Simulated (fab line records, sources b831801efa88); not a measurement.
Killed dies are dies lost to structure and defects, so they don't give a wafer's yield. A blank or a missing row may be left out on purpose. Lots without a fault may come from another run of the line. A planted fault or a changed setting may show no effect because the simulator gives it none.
fab line records | flow gf180mcu
record lots=5 wafers=15 last_day=34
route steps=602 shown MIM@509 M5@526 V5@540
lots that met no fault: from a run of the same line without faults
start_h: hours from the record's first day to the start of the lot's first wafer shown | wait_h: hours since the lot's step before | " the same as in the row above | L1.1+2: a row that stands for several wafers | - no value, or no start given | * or withheld: withheld | < > ~ a bound
route shown NAME@n: a module of which the file shows steps, and the number in the route of the first | usual: mean/standard deviation of fault-free wafers | same: alike in all rows | chamber/n: place in a boat | sites: the reading at each site | _std_site: their standard deviation | _edge_site: outer sites' mean less inner sites' | radius_mm: how far each site lies from the wafer's centre | mask NAME#n: copy n | behind: the tool/chamber that last shaped the wafer | hold: why the lot was held/for how many hours/how that ended | device: the transistor (n, p or np) that didn't switch | end of line: the same wafers' tests at the end of the route | a step without rows: its recipe alone | killed: dies lost to structure and defects at the first sort, not the wafer's yield | map: a wafer's dies, x killed, . not, _ none there
set.NAME: the setting as run; set.NAME@STEP: as run at that earlier step | model.NAME: the simulator's own value behind a step, which no gauge read
lots at some steps of the route; a table a step, a row a wafer
services: from which hour (start_h, from the record's first day; less than 0 if before it) a tool's chamber was out of use, for how many hours, and why
## steps
# step GF_MIM_THK_MEAS_06
# recipe reads=Si3N4_of_MIM_CVD_05
# usual MIM_CVD_05_THK=42.0/0.51
# columns lot.wafer tool chamber start_h wait_h MIM_CVD_05_THK[nm]
L079.3 film_metro-01 - 619.34 0.0 41.3
L079.4 " - " " 42.2
L079.6 " - " " 42.6
L086.2 film_metro-04 - 654.33 0.0 41.2
L086.3 " - " " 41.0
L086.6 " - " " 41.8
L087.2 film_metro-04 - 655.58 0.0 41.6
L087.5 " - " " 42.3
L087.6 " - " " 43.0
L088.1 film_metro-04 - 671.69 0.0 42.0
L088.2 " - " " 41.4
L088.5 " - " " 42.4
L094.1 film_metro-04 - 722.49 0.0 42.1
L094.4 " - " " 42.7
L094.5 " - " " 42.7
# step GF_MIM_SPUTTER_07
# recipe material=TiN target_thk_nm=60 power_w=6500 time_s=50 chamber_pressure_pa=0.4
# usual throttle_valve_pct=30.2/1.2
# columns lot.wafer tool chamber start_h wait_h throttle_valve_pct
L079.3 pvd_sputter-02 - 619.38 0.0 30.3
L079.4 " - " " 30.5
L079.6 " - " " 28.9
L086.2 pvd_sputter-04 - 654.38 0.0 30.7
L086.3 " - " " 29.2
L086.6 " - " " 30.4
L087.2 pvd_sputter-04 - 655.63 0.0 29.0
L087.5 " - " " 30.6
L087.6 " - " " 30.3
L088.1 pvd_sputter-04 - 671.75 0.1 28.8
L088.2 " - " " 30.5
L088.5 " - " " 30.4
L094.1 pvd_sputter-02 - 722.55 0.1 28.8
L094.4 " - " " 30.3
L094.5 " - " " 29.2
# step GF_MIM_SPUTTER_08
# recipe material=AlCu target_thk_nm=200 power_w=10600 time_s=10.6 chamber_pressure_pa=0.4
# usual throttle_valve_pct=30.1/1.1
# columns lot.wafer tool chamber start_h wait_h throttle_valve_pct
L079.3 pvd_sputter-02 - 619.42 0.0 30.3
L079.4 " - " " 30.3
L079.6 " - " " 29.3
L086.2 pvd_sputter-04 - 654.42 0.0 30.3
L086.3 " - " " 29.1
L086.6 " - " " 30.5
L087.2 pvd_sputter-04 - 655.67 0.0 29.0
L087.5 " - " " 30.3
L087.6 " - " " 30.5
L088.1 pvd_sputter-04 - 671.80 0.0 29.0
L088.2 " - " " 30.2
L088.5 " - " " 30.5
L094.1 pvd_sputter-02 - 722.59 0.0 29.0
L094.4 " - " " 30.1
L094.5 " - " " 28.8
# step GF_MIM_SPUTTER_09
# recipe material=TiN target_thk_nm=35 power_w=6500 time_s=29.2 chamber_pressure_pa=0.4
# usual throttle_valve_pct=30.1/1.2
# columns lot.wafer tool chamber start_h wait_h throttle_valve_pct
L079.3 pvd_sputter-02 - 619.44 0.0 30.3
L079.4 " - " " 30.4
L079.6 " - " " 29.0
L086.2 pvd_sputter-04 - 654.44 0.0 30.2
L086.3 " - " " 29.1
L086.6 " - " " 30.6
L087.2 pvd_sputter-04 - 655.70 0.0 29.0
L087.5 " - " " 30.3
L087.6 " - " " 30.7
L088.1 pvd_sputter-04 - 671.82 0.0 29.0
L088.2 " - " " 30.4
L088.5 " - " " 30.5
L094.1 pvd_sputter-02 - 722.61 0.0 28.9
L094.4 " - " " 30.1
L094.5 " - " " 28.8
# step GF_MIM_RS_MEAS_10
# recipe thk_meas_gauge=four-point-probe reads=TiN_of_MIM_SPUTTER_09+AlCu_of_MIM_SPUTTER_08+TiN_of_MIM_SPUTTER_07
# usual MIM_ALCU_RS=0.1602/0.0017
# columns lot.wafer tool chamber start_h wait_h MIM_ALCU_RS[ohm/sq]
L079.3 film_metro-01 - 619.52 0.1 0.1558
L079.4 " - " " 0.1580
L079.6 " - " " 0.1574
L086.2 film_metro-04 - 654.49 0.0 0.1618
L086.3 " - " " 0.1611
L086.6 " - " " 0.1611
L087.2 film_metro-02 - 655.75 0.0 0.1565
L087.5 " - " " 0.1572
L087.6 " - " " 0.1603
L088.1 film_metro-01 - 671.85 0.0 0.1596
L088.2 " - " " 0.1605
L088.5 " - " " 0.1622
L094.1 film_metro-02 - 722.65 0.0 0.1625
L094.4 " - " " 0.1605
L094.5 " - " " 0.1599
# step GF_MIM_THK_MEAS_11
# recipe thk_meas_gauge=xrf reads=AlCu_of_MIM_SPUTTER_08
# usual MIM_ALCU_THK=197.3/2.3
# columns lot.wafer tool chamber start_h wait_h MIM_ALCU_THK[nm]
L079.3 film_metro-01 - 619.62 0.1 203.7
L079.4 " - " " 199.7
L079.6 " - " " 200.1
L086.2 film_metro-04 - 654.60 0.1 196.6
L086.3 " - " " 197.4
L086.6 " - " " 198.1
L087.2 film_metro-02 - 655.86 0.1 203.3
L087.5 " - " " 201.9
L087.6 " - " " 198.4
L088.1 film_metro-01 - 671.97 0.1 196.2
L088.2 " - " " 194.8
L088.5 " - " " 193.5
L094.1 film_metro-02 - 722.77 0.1 195.7
L094.4 " - " " 198.0
L094.5 " - " " 198.3
# step GF_MIM_DEHYDRATE_12
# recipe temp_c=200 time_s=60
# columns lot.wafer tool chamber start_h wait_h
L079.3+4+6 litho_track-03 0 628.90 9.3
L086.2+3+6 litho_track-03 0 663.43 8.8
L087.2+5+6 litho_track-02 0 664.66 8.8
L088.1+2+5 litho_track-02 0 681.53 9.5
L094.1+4+5 litho_track-03 0 730.60 7.8
# step GF_MIM_HMDS_13
# recipe prime_time_s=60 prime_temp_c=120
# columns lot.wafer tool chamber start_h wait_h
L079.3+4+6 litho_track-03 0 629.05 0.1
L086.2+3+6 litho_track-03 0 663.58 0.1
L087.2+5+6 litho_track-02 0 664.81 0.1
L088.1+2+5 litho_track-02 0 681.68 0.1
L094.1+4+5 litho_track-03 0 730.75 0.1
# step GF_MIM_COAT_14
# recipe resist=NOVOLAK spin_rpm=3000 resist_thk_nm=1000
# columns lot.wafer tool chamber start_h wait_h
L079.3+4+6 litho_track-03 0 629.20 0.1
L086.2+3+6 litho_track-03 0 663.73 0.1
L087.2+5+6 litho_track-02 0 664.96 0.1
L088.1+2+5 litho_track-02 0 681.83 0.1
L094.1+4+5 litho_track-03 0 730.90 0.1
# step GF_MIM_SOFTBAKE_15
# recipe temp_c=90 time_s=60 resist=NOVOLAK
# columns lot.wafer tool chamber start_h wait_h
L079.3+4+6 litho_track-03 0 629.35 0.1
L086.2+3+6 litho_track-03 0 663.88 0.1
L087.2+5+6 litho_track-02 0 665.11 0.1
L088.1+2+5 litho_track-02 0 681.98 0.1
L094.1+4+5 litho_track-03 0 731.05 0.1
# step GF_MIM_EXPOSE_16
# recipe mask_id=FuseTop target_cd_nm=2000 na=0.6 source_shape=conventional sigma_outer=0.6 dose_mj=140
# columns lot.wafer tool chamber start_h wait_h mask
L079.3+4+6 iline_stepper-02 0 - - FuseTop#0
L086.2+3+6 iline_stepper-02 0 - - FuseTop#0
L087.2+5+6 iline_stepper-01 0 - - FuseTop#0
L088.1+2+5 iline_stepper-01 0 - - FuseTop#0
L094.1+4+5 iline_stepper-01 0 - - FuseTop#0
# step GF_MIM_PEB_17
# recipe temp_c=withheld time_s=* resist=NOVOLAK
# columns lot.wafer tool chamber start_h wait_h
L079.3+4+6 litho_track-04 0 - -
L086.2+3+6 litho_track-03 0 - -
L087.2+5+6 litho_track-02 0 - -
L088.1+2+5 litho_track-03 0 - -
L094.1+4+5 litho_track-03 0 - -
# step GF_MIM_DEVELOP_18
# recipe develop_time_s=60 dev_temp_c=23
# columns lot.wafer tool chamber start_h wait_h
L079.3+4+6 litho_track-04 0 638.97 0.1
L086.2+3+6 litho_track-03 0 673.13 0.1
L087.2+5+6 litho_track-02 0 674.26 0.1
L088.1+2+5 litho_track-03 0 691.10 0.1
L094.1+4+5 litho_track-03 0 739.20 0.1
# step GF_MIM_METAL_ETCH_19
# recipe chemistry=Cl2/BCl3 mask_material=NOVOLAK stop_on=Si3N4 target_depth_nm=324.5 pressure_mtorr=8 icp_w=800 bias_w=140 Cl2_flow_sccm=80 bcl3_flow_sccm=40 time_s=54.1
# usual drypump_motor_current_A=5.9/0.45 oes_product_au=0.941/0.0063 rf_fwd_power_W=792.8/2.6 throttle_valve_pct=28.284/0.01
# columns lot.wafer tool chamber start_h wait_h drypump_motor_current_A oes_product_au rf_fwd_power_W rf_hours_counter_h throttle_valve_pct
L079.3 rie_metal-01 0 639.09 0.1 5.9 0.951 796.7 - 28.279
L079.4 " 1 " " 6.5 0.938 793.0 - 28.278
L079.6 " 0 " " 5.9 0.948 792.5 - 28.270
L086.2 rie_metal-04 1 673.25 0.1 5.5 0.938 795.8 10 28.289
L086.3 " 0 " " 5.2 0.939 788.7 - 28.301
L086.6 " 0 " " 5.2 0.934 789.0 - 28.294
L087.2 rie_metal-04 0 674.38 0.1 5.2 0.951 790.6 5 28.267
L087.5 " 0 " " 5.2 0.952 790.1 - 28.276
L087.6 " 1 " " 5.5 0.933 794.4 - 28.301
L088.1 rie_metal-01 0 691.25 0.1 5.9 0.949 797.1 4 28.290
L088.2 " 1 " " 6.5 0.938 792.8 13 28.302
L088.5 " 1 " " 6.6 0.932 794.5 - 28.286
L094.1 rie_metal-04 0 739.35 0.1 5.2 0.935 789.7 8 28.289
L094.4 " 0 " " 5.2 0.941 789.2 - 28.270
L094.5 " 0 " " 5.2 0.945 786.5 - 28.286
# step GF_MIM_STRIP_20
# recipe chemistry=O2/N2 power_w=1400 pressure_mtorr=1500 platen_temp_c=250 o2_flow_sccm=3000 n2_flow_sccm=300 overash_fraction=0.5
# usual drypump_motor_current_A=5.7/0.35 heater_power_w=332/17 n2_flow_sccm=300.0/0.96 oes_product_au=0.692/0.0047 strip_time_to_endpoint_s=11.21/0.041
# columns lot.wafer tool chamber start_h wait_h drypump_motor_current_A heater_power_w n2_flow_sccm oes_product_au rf_hours_counter_h strip_time_to_endpoint_s
L079.3 plasma_asher-01 1 639.17 0.1 5.7 349 299.7 0.696 - 11.25
L079.4 " 0 " " 6.1 323 299.4 0.702 - 11.24
L079.6 " 1 " " 5.7 355 300.3 0.695 - 11.23
L086.2 plasma_asher-04 0 673.32 0.0 5.8 313 299.3 0.696 26 11.29
L086.3 " 1 " " 5.1 334 299.8 0.689 - 11.25
L086.6 " 0 " " 5.8 305 299.7 0.696 - 11.28
L087.2 plasma_asher-04 0 674.45 0.0 5.8 307 300.6 0.693 26 11.16
L087.5 " 0 " " 5.8 309 301.7 0.699 - 11.12
L087.6 " 1 " " 5.1 330 301.1 0.691 - 11.15
L088.1 plasma_asher-04 1 691.32 0.0 5.1 325 300.8 0.697 28 11.15
L088.2 " 0 " " 5.8 311 300.6 0.690 28 11.15
L088.5 " 1 " " 5.1 329 300.3 0.688 - 11.18
L094.1 plasma_asher-04 1 739.49 0.1 5.1 346 298.3 0.689 33 11.25
L094.4 " 0 " " 5.8 309 299.6 0.702 - 11.25
L094.5 " 0 " " 5.8 305 298.5 0.695 - 11.21
# step GF_MIM_STRIP_21
# recipe chemistry=post_etch_residue_remover time_s=1200 temp_c=72.5
# usual bath_guard_temp_C=72.5/0.55
# columns lot.wafer tool chamber start_h wait_h bath_guard_temp_C
L079.3 wet_bench-03 2 639.24 0.0 71.6
L079.4 " 2 " " 71.7
L079.6 " 2 " " 72.1
L086.2 wet_bench-02 1 673.42 0.1 72.4
L086.3 " 1 " " 71.9
L086.6 " 1 " " 72.5
L087.2 wet_bench-02 2 674.55 0.1 73.1
L087.5 " 2 " " 73.2
L087.6 " 2 " " 72.9
L088.1 wet_bench-02 1 691.42 0.1 72.0
L088.2 " 1 " " 72.1
L088.5 " 1 " " 72.5
L094.1 wet_bench-02 2 739.59 0.1 73.1
L094.4 " 2 " " 73.0
L094.5 " 2 " " 73.0
# step GF_MIM_CLEAN_22
# recipe chemistry=DIW dry=n2_spin
# columns lot.wafer tool chamber start_h wait_h
L079.3+4+6 wet_bench-03 1 639.58 0.0
L086.2+3+6 wet_bench-03 3 673.76 0.0
L087.2+5+6 wet_bench-03 2 674.89 0.0
L088.1+2+5 wet_bench-01 3 691.76 0.0
L094.1+4+5 wet_bench-01 2 739.93 0.0
# step GF_M5_DEHYDRATE_00
# recipe temp_c=200 time_s=60
# columns lot.wafer tool chamber start_h wait_h
L079.3+4+6 litho_track-04 0 649.37 9.7
L086.2+3+6 litho_track-04 0 683.14 9.3
L087.2+5+6 litho_track-01 0 683.85 8.9
L088.1+2+5 litho_track-04 0 700.92 9.1
L094.1+4+5 litho_track-02 0 747.78 7.6
# step GF_M5_HMDS_01
# recipe prime_time_s=60 prime_temp_c=120
# columns lot.wafer tool chamber start_h wait_h
L079.3+4+6 litho_track-04 0 649.52 0.1
L086.2+3+6 litho_track-04 0 683.29 0.1
L087.2+5+6 litho_track-01 0 684.00 0.1
L088.1+2+5 litho_track-04 0 701.07 0.1
L094.1+4+5 litho_track-02 0 747.93 0.1
# step GF_M5_COAT_02
# recipe resist=KrF spin_rpm=withheld resist_thk_nm=1000
# columns lot.wafer tool chamber start_h wait_h
L079.3+4+6 litho_track-04 0 649.67 0.1
L086.2+3+6 litho_track-04 0 683.44 0.1
L087.2+5+6 litho_track-01 0 684.15 0.1
L088.1+2+5 litho_track-04 0 701.22 0.1
L094.1+4+5 litho_track-02 0 748.08 0.1
# step GF_M5_SOFTBAKE_03
# recipe temp_c=130 time_s=60 resist=KrF
# columns lot.wafer tool chamber start_h wait_h
L079.3+4+6 litho_track-04 0 649.82 0.1
L086.2+3+6 litho_track-04 0 683.59 0.1
L087.2+5+6 litho_track-01 0 684.30 0.1
L088.1+2+5 litho_track-04 0 701.37 0.1
L094.1+4+5 litho_track-02 0 748.23 0.1
# step GF_M5_EXPOSE_04
# recipe mask_id=Metal5 target_cd_nm=280 na=0.68 source_shape=conventional sigma_outer=0.6 dose_mj=28
# columns lot.wafer tool chamber start_h wait_h mask
L079.3+4+6 krf_scanner-02 0 - - Metal5#0
L086.2+3+6 krf_scanner-02 0 - - Metal5#0
L087.2+5+6 krf_scanner-01 0 - - Metal5#0
L088.1+2+5 krf_scanner-01 0 - - Metal5#0
L094.1+4+5 krf_scanner-01 0 - - Metal5#0
# step GF_M5_PEB_05
# recipe peb_temp_c=135 peb_time_s=90 resist=KrF
# same peb_time_s=90
# columns lot.wafer tool chamber start_h wait_h
L079.3+4+6 litho_track-01 0 - -
L086.2+3+6 litho_track-02 0 - -
L087.2+5+6 litho_track-02 0 - -
L088.1+2+5 litho_track-01 0 - -
L094.1+4+5 litho_track-04 0 - -
# step GF_M5_DEVELOP_06
# recipe develop_time_s=60 dev_temp_c=21
# columns lot.wafer tool chamber start_h wait_h
L079.3+4+6 litho_track-01 0 659.27 0.1
L086.2+3+6 litho_track-02 0 691.91 0.2
L087.2+5+6 litho_track-02 0 693.61 0.2
L088.1+2+5 litho_track-01 0 710.02 0.2
L094.1+4+5 litho_track-04 0 756.07 0.2
# step GF_M5_CD_MEAS_07
# recipe target_cd_nm=280
# usual cd_nm=280.2/1.5
# columns lot.wafer tool chamber start_h wait_h cd_nm
L079.3 cd_sem-01 - 659.41 0.1 280.2
L079.4 " - " " 281.0
L079.6 " - " " 280.3
L086.2 cd_sem-01 - 692.05 0.1 280.0
L086.3 " - " " 279.6
L086.6 " - " " 280.3
L087.2 cd_sem-02 - 693.75 0.1 276.2
L087.5 " - " " 276.3
L087.6 " - " " 276.0
L088.1 cd_sem-02 - 710.17 0.1 279.6
L088.2 " - " " 279.8
L088.5 " - " " 281.5
L094.1 cd_sem-02 - 756.22 0.1 282.8
L094.4 " - " " 282.5
L094.5 " - " " 282.1
# step GF_M5_OVL_MEAS_08
# usual M5_OVL=-6/6.4
# columns lot.wafer tool chamber start_h wait_h M5_OVL[nm]
L079.3 overlay-01 - 659.51 0.1 -6
L079.4 " - " " -2
L079.6 " - " " -1
L086.2 overlay-01 - 692.16 0.1 -7
L086.3 " - " " -6
L086.6 " - " " -8
L087.2 overlay-02 - 693.86 0.1 -9
L087.5 " - " " -12
L087.6 " - " " -10
L088.1 overlay-02 - 710.29 0.1 -11
L088.2 " - " " -15
L088.5 " - " " -11
L094.1 overlay-02 - 756.34 0.1 -5
L094.4 " - " " -13
L094.5 " - " " 0
# step GF_M5_ETCH_09
# recipe chemistry=CF4/O2 target=Si3N4 target_depth_nm=52 source_w=800 bias_w=150 pressure_mtorr=150 cf4_flow_sccm=80 O2_flow_sccm=10 time_s=11.6
# usual drypump_motor_current_A=5.9/0.47 oes_product_au=1.000/0.0094 rf_fwd_power_W=782/3.5 throttle_valve_pct=5.970/0.009
# columns lot.wafer tool chamber start_h wait_h drypump_motor_current_A oes_product_au rf_fwd_power_W rf_hours_counter_h throttle_valve_pct
L079.3 rie_diel-03 1 659.53 0.0 5.4 0.997 781 15 5.973
L079.4 " 0 " " 6.3 1.011 780 - 5.972
L079.6 " 3 " " 6.2 1.006 779 - 5.983
L086.2 rie_diel-01 0 692.19 0.0 5.1 1.006 778 2 5.965
L086.3 " 2 " " 5.8 1.004 779 50 5.974
L086.6 " 0 " " 5.0 1.011 780 - 5.981
L087.2 rie_diel-03 1 693.89 0.0 5.4 0.993 781 16 5.964
L087.5 " 3 " " 6.2 1.004 779 - 5.975
L087.6 " 2 " " 5.8 1.019 782 - 5.969
L088.1 rie_diel-01 3 710.33 0.0 6.3 1.003 786 23 5.960
L088.2 " 1 " " 6.4 0.995 780 12 5.965
L088.5 " 3 " " 6.3 0.995 787 - 5.966
L094.1 rie_diel-01 3 756.37 0.0 6.3 0.981 784 26 5.972
L094.4 " 1 " " 6.5 1.004 783 - 5.970
L094.5 " 3 " " 6.3 0.993 788 - 5.972
# step GF_M5_METAL_ETCH_10
# recipe chemistry=Cl2/BCl3 mask_material=KrF target_depth_nm=750.8 stop_on=SiO2 pressure_mtorr=8 icp_w=800 bias_w=140 Cl2_flow_sccm=80 bcl3_flow_sccm=40 time_s=125.1
# usual drypump_motor_current_A=5.9/0.37 oes_product_au=0.990/0.0057 rf_fwd_power_W=796.2/2.4 throttle_valve_pct=28.229/0.0096
# columns lot.wafer tool chamber start_h wait_h drypump_motor_current_A oes_product_au rf_fwd_power_W rf_hours_counter_h throttle_valve_pct
L079.3 rie_metal-03 1 659.61 0.1 6.3 0.993 797.0 - 28.226
L079.4 " 0 " " 6.0 0.987 794.5 - 28.229
L079.6 " 1 " " 6.3 0.992 792.6 - 28.221
L086.2 rie_metal-02 1 692.25 0.1 6.0 0.986 792.8 - 28.232
L086.3 " 1 " " 6.0 0.983 791.6 - 28.238
L086.6 " 1 " " 6.0 0.994 792.9 - 28.216
L087.2 rie_metal-03 1 693.91 0.0 6.3 0.996 796.8 5 28.224
L087.5 " 1 " " 6.3 0.995 797.5 - 28.233
L087.6 " 0 " " 6.0 0.991 794.9 - 28.241
L088.1 rie_metal-04 1 710.35 0.0 5.5 0.989 795.4 11 28.232
L088.2 " 0 " " 5.2 1.004 794.2 6 28.211
L088.5 " 1 " " 5.5 0.995 795.5 - 28.240
L094.1 rie_metal-03 0 756.40 0.0 6.0 0.982 794.8 10 28.237
L094.4 " 0 " " 6.0 0.983 795.1 - 28.243
L094.5 " 1 " " 6.3 0.991 796.0 - 28.225
# step GF_M5_STRIP_11
# recipe chemistry=O2/N2 power_w=1400 pressure_mtorr=1500 platen_temp_c=250 o2_flow_sccm=3000 n2_flow_sccm=300 overash_fraction=0.5
# usual drypump_motor_current_A=5.8/0.31 heater_power_w=343/16 n2_flow_sccm=300.0/0.86 oes_product_au=0.524/0.005 strip_time_to_endpoint_s=7.05/0.044
# columns lot.wafer tool chamber start_h wait_h drypump_motor_current_A heater_power_w n2_flow_sccm oes_product_au rf_hours_counter_h strip_time_to_endpoint_s
L079.3 plasma_asher-01 1 659.76 0.1 5.6 351 301.4 0.524 - 7.03
L079.4 " 0 " " 6.1 328 299.9 0.524 - 7.05
L079.6 " 1 " " 5.6 356 301.5 0.528 - 7.08
L086.2 plasma_asher-03 1 692.47 0.2 5.3 341 300.5 0.527 57 7.05
L086.3 " 0 " " 6.0 366 301.4 0.527 - 7.06
L086.6 " 1 " " 5.4 345 300.4 0.520 - 7.01
L087.2 plasma_asher-03 1 694.08 0.1 5.4 339 301.2 0.523 57 7.02
L087.5 " 0 " " 6.0 373 298.9 0.527 - 6.95
L087.6 " 1 " " 5.4 335 300.7 0.518 - 7.00
L088.1 plasma_asher-02 0 710.48 0.1 6.2 345 300.2 0.527 98 7.07
L088.2 " 1 " " 5.7 323 300.9 0.526 98 7.00
L088.5 " 1 " " 5.6 319 300.5 0.524 - 7.04
L094.1 plasma_asher-01 0 756.53 0.1 6.1 317 299.7 0.530 1 7.11
L094.4 " 0 " " 6.1 326 300.0 0.524 - 7.11
L094.5 " 0 " " 6.1 328 299.2 0.527 - 7.08
# step GF_M5_STRIP_12
# recipe chemistry=post_etch_residue_remover time_s=1200 temp_c=72.5
# usual bath_guard_temp_C=72.2/0.45
# columns lot.wafer tool chamber start_h wait_h bath_guard_temp_C
L079.3 wet_bench-02 1 659.83 0.0 72.1
L079.4 " 1 " " 72.3
L079.6 " 1 " " 72.6
L086.2 wet_bench-03 0 692.57 0.1 71.9
L086.3 " 0 " " 72.0
L086.6 " 0 " " 72.0
L087.2 wet_bench-02 3 694.18 0.1 72.1
L087.5 " 3 " " 72.2
L087.6 " 3 " " 71.7
L088.1 wet_bench-03 0 710.58 0.1 71.8
L088.2 " 0 " " 72.5
L088.5 " 0 " " 71.8
L094.1 wet_bench-03 3 756.63 0.1 73.1
L094.4 " 3 " " 73.1
L094.5 " 3 " " 72.7
# step GF_M5_CLEAN_13
# recipe chemistry=DIW dry=n2_spin
# columns lot.wafer tool chamber start_h wait_h
L079.3+4+6 wet_bench-02 1 660.17 0.0
L086.2+3+6 wet_bench-04 1 692.94 0.0
L087.2+5+6 wet_bench-03 2 694.52 0.0
L088.1+2+5 wet_bench-02 3 710.92 0.0
L094.1+4+5 wet_bench-02 1 756.97 0.0
# step GF_V5_CVD_00
# recipe material=SiO2 target_thk_nm=300 sigma_open_frac=0.3 temp_c=400 time_s=50 sih4_flow_sccm=60 pressure_mtorr=6
# columns lot.wafer tool chamber start_h wait_h
L079.3+4+6 hdpcvd-01 2,1,2 660.26 0.0
L086.2+3+6 hdpcvd-02 1,0,2 693.04 0.0
L087.2+5+6 hdpcvd-01 1,1,2 694.61 0.0
L088.1+2+5 hdpcvd-01 1,2,1 711.02 0.0
L094.1+4+5 hdpcvd-02 1,1,0 757.06 0.0
# step GF_V5_THK_MEAS_01
# recipe reads=SiO2_of_V5_CVD_00
# usual V5_CVD_00_THK=300.9/2.9
# columns lot.wafer tool chamber start_h wait_h V5_CVD_00_THK[nm]
L079.3 film_metro-04 - 660.32 0.0 297.7
L079.4 " - " " 299.9
L079.6 " - " " 301.4
L086.2 film_metro-04 - 693.09 0.0 303.4
L086.3 " - " " 298.7
L086.6 " - " " 302.7
L087.2 film_metro-04 - 694.67 0.0 303.0
L087.5 " - " " 303.2
L087.6 " - " " 300.9
L088.1 film_metro-03 - 711.06 0.0 302.2
L088.2 " - " " 298.3
L088.5 " - " " 298.2
L094.1 film_metro-03 - 757.10 0.0 302.8
L094.4 " - " " 304.7
L094.5 " - " " 305.7
# step GF_V5_CVD_02
# recipe material=SiO2 target_thk_nm=1450 precursor=TEOS temp_c=400 time_s=163.28 rf_w=600
# usual heater_power_w=624/80 rf_fwd_power_W=597.2/1.9
# columns lot.wafer tool chamber start_h wait_h heater_power_w rf_fwd_power_W since_wet_clean_h
L079.3 pecvd-04 1 660.36 0.0 537 600.3 55
L079.4 " 1 " " 628 599.5 -
L079.6 " 0 " " 710 599.5 -
L086.2 pecvd-03 1 693.14 0.0 681 597.4 310
L086.3 " 0 " " 626 592.2 310
L086.6 " 0 " " 690 591.7 -
L087.2 pecvd-04 2 694.72 0.0 644 597.0 90
L087.5 " 1 " " 536 596.4 -
L087.6 " 0 " " 593 598.8 -
L088.1 pecvd-03 2 711.12 0.1 544 600.3 328
L088.2 " 1 " " 667 600.2 328
L088.5 " 0 " " 537 595.3 -
L094.1 pecvd-04 2 757.16 0.1 771 598.0 152
L094.4 " 0 " " 738 596.9 -
L094.5 " 1 " " 541 598.5 -
# step GF_V5_THK_MEAS_03
# recipe reads=SiO2_of_V5_CVD_02
# usual V5_CVD_02_THK=1443/19
# columns lot.wafer tool chamber start_h wait_h V5_CVD_02_THK[nm]
L079.3 film_metro-04 - 660.49 0.1 1429
L079.4 " - " " 1436
L079.6 " - " " 1453
L086.2 film_metro-03 - 693.26 0.1 1436
L086.3 " - " " 1459
L086.6 " - " " 1461
L087.2 film_metro-03 - 694.84 0.1 1425
L087.5 " - " " 1447
L087.6 " - " " 1465
L088.1 film_metro-03 - 711.23 0.1 1424
L088.2 " - " " 1443
L088.5 " - " " 1465
L094.1 film_metro-02 - 757.27 0.1 1418
L094.4 " - " " 1468
L094.5 " - " " 1472
# step GF_V5_CMP_04
# recipe material=SiO2 down_force_psi=4 platen_rpm=60 pad_velocity_m_s=0.94248
# usual motor_current_A=11.9/1.5
# columns lot.wafer tool chamber start_h wait_h motor_current_A
L079.4 cmp-01 0 660.63 0.1 11.7
L079.3 " 1 " " 12.4
L079.6 " 2 " " 13.5
L086.2 cmp-01 1 693.31 0.0 13.2
L086.3 " 0 " " 12.4
L086.6 " 2 " " 13.4
L087.2 cmp-01 1 695.04 0.2 13.4
L087.6 " 2 " " 13.5
L087.5 " 3 " " 11.1
L088.2 cmp-02 1 711.33 0.1 9.5
L088.1 " 3 " " 10.8
L088.5 " 1 " " 9.8
L094.4 cmp-02 1 757.33 0.0 9.6
L094.1 " 2 " " 13.7
L094.5 " 1 " " 9.2
# step GF_V5_BOW_MEAS_05
# recipe mode=bow
# usual V5_BOW=134/9.5
# columns lot.wafer tool chamber start_h wait_h V5_BOW[um]
L079.3 film_metro-03 - 660.90 0.2 125
L079.4 " - " " 132
L079.6 " - " " 126
L086.2 film_metro-02 - 693.63 0.3 133
L086.3 " - " " 144
L086.6 " - " " 144
L087.2 film_metro-02 - 695.21 0.1 138
L087.5 " - " " 150
L087.6 " - " " 137
L088.1 film_metro-02 - 711.63 0.1 126
L088.2 " - " " 110
L088.5 " - " " 133
L094.1 film_metro-04 - 757.63 0.2 142
L094.4 " - " " 121
L094.5 " - " " 124
# step GF_V5_DEHYDRATE_06
# recipe temp_c=200 time_s=60
# columns lot.wafer tool chamber start_h wait_h
L079.3+4+6 litho_track-01 0 669.57 8.7
L086.2+3+6 litho_track-02 0 702.66 9.0
L087.2+5+6 litho_track-02 0 703.41 8.2
L088.1+2+5 litho_track-03 0 720.45 8.8
L094.1+4+5 litho_track-02 0 764.78 7.1
# step GF_V5_HMDS_07
# recipe prime_time_s=60 prime_temp_c=120
# columns lot.wafer tool chamber start_h wait_h
L079.3+4+6 litho_track-01 0 669.72 0.1
L086.2+3+6 litho_track-02 0 702.81 0.1
L087.2+5+6 litho_track-02 0 703.56 0.1
L088.1+2+5 litho_track-03 0 720.60 0.1
L094.1+4+5 litho_track-02 0 764.93 0.1
# step GF_V5_COAT_08
# recipe resist=BARC temp_c=withheld time_s=withheld spin_rpm=withheld resist_thk_nm=withheld
# columns lot.wafer tool chamber start_h wait_h
L079.3+4+6 litho_track-01 0 669.87 0.1
L086.2+3+6 litho_track-02 0 702.96 0.1
L087.2+5+6 litho_track-02 0 703.71 0.1
L088.1+2+5 litho_track-03 0 720.75 0.1
L094.1+4+5 litho_track-02 0 765.08 0.1
# step GF_V5_COAT_09
# recipe resist=KrF spin_rpm=withheld resist_thk_nm=1000
# columns lot.wafer tool chamber start_h wait_h
L079.3+4+6 litho_track-01 0 - -
L086.2+3+6 litho_track-02 0 - -
L087.2+5+6 litho_track-02 0 - -
L088.1+2+5 litho_track-03 0 - -
L094.1+4+5 litho_track-02 0 - -
# step GF_V5_SOFTBAKE_10
# recipe temp_c=130 time_s=60 resist=KrF
# columns lot.wafer tool chamber start_h wait_h
L079.3+4+6 litho_track-01 0 - -
L086.2+3+6 litho_track-02 0 - -
L087.2+5+6 litho_track-02 0 - -
L088.1+2+5 litho_track-03 0 - -
L094.1+4+5 litho_track-02 0 - -
## services
# columns tool chamber start_h hours kind
krf_scanner-01 - 598.05 1.0 pm
rie_metal-03 - 601.82 1.6 repair
rie_diel-01 3 607.00 4.5 repair
rie_metal-03 - 608.40 0.4 repair
wet_bench-02 - 610.79 6.4 repair
wet_bench-03 - 612.43 1.9 pm
krf_scanner-01 - 623.07 0.8 repair
rie_diel-01 3 627.61 7.7 repair
rie_diel-01 - 630.70 0.3 repair
rie_metal-04 - 638.12 28.1 pm
cmp-01 - 642.70 2.3 repair
krf_scanner-01 - 657.75 0.8 pm
krf_scanner-01 - 659.71 1.3 pm
pvd_sputter-02 - 670.83 13.1 repair
pvd_sputter-04 - 679.23 3.7 repair
rie_metal-03 - 685.58 0.6 repair
cmp-01 - 709.55 3.5 repair
iline_stepper-01 - 732.29 2.1 pm
plasma_asher-01 - 733.75 9.0 pm
krf_scanner-01 - 738.44 9.6 repair
rie_metal-04 - 742.27 0.5 repair
cmp-01 - 744.53 4.0 pm
pvd_sputter-02 - 756.53 2.2 repair
hdpcvd-01 - 756.71 0.5 repair
## key
fault none
